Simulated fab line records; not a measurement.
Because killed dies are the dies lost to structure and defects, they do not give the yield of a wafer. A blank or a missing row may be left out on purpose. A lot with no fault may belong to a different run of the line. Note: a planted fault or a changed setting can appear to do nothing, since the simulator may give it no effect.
Struck lot and sound lot, side by side | flow sky130 | 30 steps out of a route of 708
Sound: these wafers, L286.4, L286.5, L286.6. Wafers struck: L281.3, L281.5, L281.6. The cause comes at the end.
At each step with rows: each side's tool, then ch and its chambers, then its first start. Under that, the readings that differ: sound wafers | struck wafers | difference of the means | sigmas: that difference in standard deviations of wafers without a fault.
alike: readings whose means differ by less than 2 such deviations, and words and numbers that are the same on both sides. not compared: withheld readings, readings that some wafer has no value for, bounds like >300 that may hide the same value, and numbers for which the record gives no deviation and whose values overlap.
The two part at a step that has a row with sigmas, a row that says differs or no value, or rows on one side only. Non-overlapping numbers with no deviation appear without sigmas and do not part them. A reading that every wafer of one side lacks parts them only if that side has two wafers or more.

SKY_PWDE_STRIP_09: strips in O2/N2.
  sound on plasma asher-02 ch 0,1, day 8 00:41; struck on plasma asher-04 ch 0,1, day 6 22:56
  alike: chamber pressure mTorr, drypump motor current A, o2 flow sccm, oes product au, strip time to endpoint s
  not compared: rf hours counter h
SKY_PWDE_TW_MEAS_10:
  sound: film metro-03 at day 8 00:46; struck: film metro-01 at day 6 23:01
  alike: PWDE_TW
then, 7 steps without rows for these wafers: SKY_NWELL_DEHYDRATE_03 (time 60 s); SKY_NWELL_HMDS_04 (prime time 60 s); SKY_NWELL_COAT_05 (resist thk 3000 nm); SKY_NWELL_SOFTBAKE_06; SKY_NWELL_EXPOSE_07 (exposes mask NWM, target cd 840 nm); SKY_NWELL_PEB_08; SKY_NWELL_DEVELOP_09 (develop time 60 s).
SKY_NWELL_OVL_MEAS_10:
  sound: overlay-01 at day 8 21:38; struck: overlay-02 at day 7 18:43
  alike: NWELL_00_OVL
then, 2 steps without rows for these wafers: SKY_NWELL_IMPLANT_11; SKY_NWELL_IMPLANT_12.
SKY_NWELL_IMPLANT_13:
  sound on implanter-02 ch 0, day 8 22:01; struck on implanter-01 ch 0, day 7 19:06
  reading            | sound                         | struck                        | difference | sigmas
  dose ions cm2      | 6.997e+11 6.996e+11 6.987e+11 | 3.719e+11 3.718e+11 3.715e+11 | -3.276e+11 | -99 or more
  faraday current uA | 3.99 3.92 3.90                | 2.09 2.15 2.14                | -1.81      | -21
  alike: beam energy keV
SKY_NWELL_STRIP_14: strips in O2/N2.
  sound on plasma asher-02 ch 0,1, day 8 22:08; struck on plasma asher-01 ch 0,1, day 7 19:14
  alike: chamber pressure mTorr, drypump motor current A, o2 flow sccm, oes product au, strip time to endpoint s
  not compared: rf hours counter h
SKY_NWELL_TW_MEAS_15:
  sound: film metro-03 at day 8 22:14; struck: film metro-01 at day 7 19:19
  alike: NWELL_TW
then, 7 steps without rows for these wafers: SKY_NWELL_DEHYDRATE_16 (time 60 s); SKY_NWELL_HMDS_17 (prime time 60 s); SKY_NWELL_COAT_18 (resist thk 3000 nm); SKY_NWELL_SOFTBAKE_19; SKY_NWELL_EXPOSE_20 (exposes mask NWM COMPLEMENT, target cd 840 nm); SKY_NWELL_PEB_21; SKY_NWELL_DEVELOP_22 (develop time 60 s).
SKY_NWELL_OVL_MEAS_23:
  sound: overlay-02 at day 9 19:21; struck: overlay-02 at day 8 15:50
  alike: NWELL_01_OVL
after that, 1 step had no rows for these wafers: SKY_NWELL_IMPLANT_24.
SKY_NWELL_STRIP_25: strips in O2/N2.
  sound on plasma asher-03 ch 0,1, day 9 19:33; struck on plasma asher-03 ch 0,1, day 8 16:03
  alike: chamber pressure mTorr, drypump motor current A, o2 flow sccm, oes product au, strip time to endpoint s
  not compared: rf hours counter h
SKY_NWELL_TW_MEAS_26:
  sound: film metro-03 at day 9 19:39; struck: film metro-02 at day 8 16:08
  alike: NWELL_2_TW
then, 1 step without rows for these wafers: SKY_NWELL_CLEAN_27 (cleans in SC1/SC2, time 150 s).
SKY_NWELL_RTA_28: time 30 s.
  sound on rtp anneal-02 ch 0, day 9 19:47; struck on rtp anneal-02 ch 0, day 8 16:16
  alike: lamp power pct, ramp up c per s, wafer_temp_C_max
SKY_NWELL_RS_MEAS_29: the measuring method here is four-point-probe.
  sound: film metro-02 at day 9 19:53; struck: film metro-03 at day 8 16:22
  reading           | sound             | struck            | difference | sigmas
  NWELL_RS (ohm/sq) | 624.2 623.4 624.1 | 633.7 634.7 634.5 | +10.4      | +6
-- the record jumps here: 41 days lie between the struck wafers' starts before and after (it left off in module NWELL and takes up again in module PAD_OPEN, whose first step shown is number 708 of the route) --
SKY_PAD_OPEN_PROBE_99:
  sound: prober-01 at day 50 06:46; struck: prober-02 at day 49 08:52
  reading                                   | sound                         | struck                        | difference | sigmas
  killed_at_M0_to_M3                        | 48 55 55                      | 39 39 32                      | -16        | -2
  model.etest.nfet_16v.r on ohm um          | 1.411e+04 1.389e+04 1.412e+04 | 1.438e+04 1.441e+04 1.434e+04 | +3.367e+02 |
  model.etest.pfet g5v0d10v5.r on ohm um    | 4712 4690 4774                | 4494 4539 4538                | -202       |
  model.etest.tip_p_5v.rs ohm sq            | 2863 2849 2879                | 2788 2789 2812                | -67        |
  model.etest.pfet g5v0d10v5.drive ua um    | 340.9 346.1 343.1             | 363.2 366 361.9               | +20.3      |
  model.etest.pfet_01v8_lvt.drive ua um     | 175.4 176.8 174.8             | 186.5 185.1 185.1             | +9.9       |
  model.etest.pfet g5v0d10v5.off log10 a um | -12.41 -12.4 -12.25           | -10.8 -10.79 -10.66           | +1.6       |
  model.etest.pfet_01v8_lvt.off log10 a um  | -8.948 -8.928 -8.73           | -7.46 -7.312 -7.451           | +1.46      |
  alike: killed_at_M4_up, killed at contacts, killed at front end, killed at other, killed dies, killed open, killed short
  not compared: model.etest.pfet_01v8_mvt.drive ua um

== WHERE THEY PART ==
Earliest at SKY_NWELL_IMPLANT_13; latest, in this record, at SKY_PAD_OPEN_PROBE_99.

WHY: what the simulator had put in
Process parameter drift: implanter-01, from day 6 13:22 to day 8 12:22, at SKY_NWELL_IMPLANT_13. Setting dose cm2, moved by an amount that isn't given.
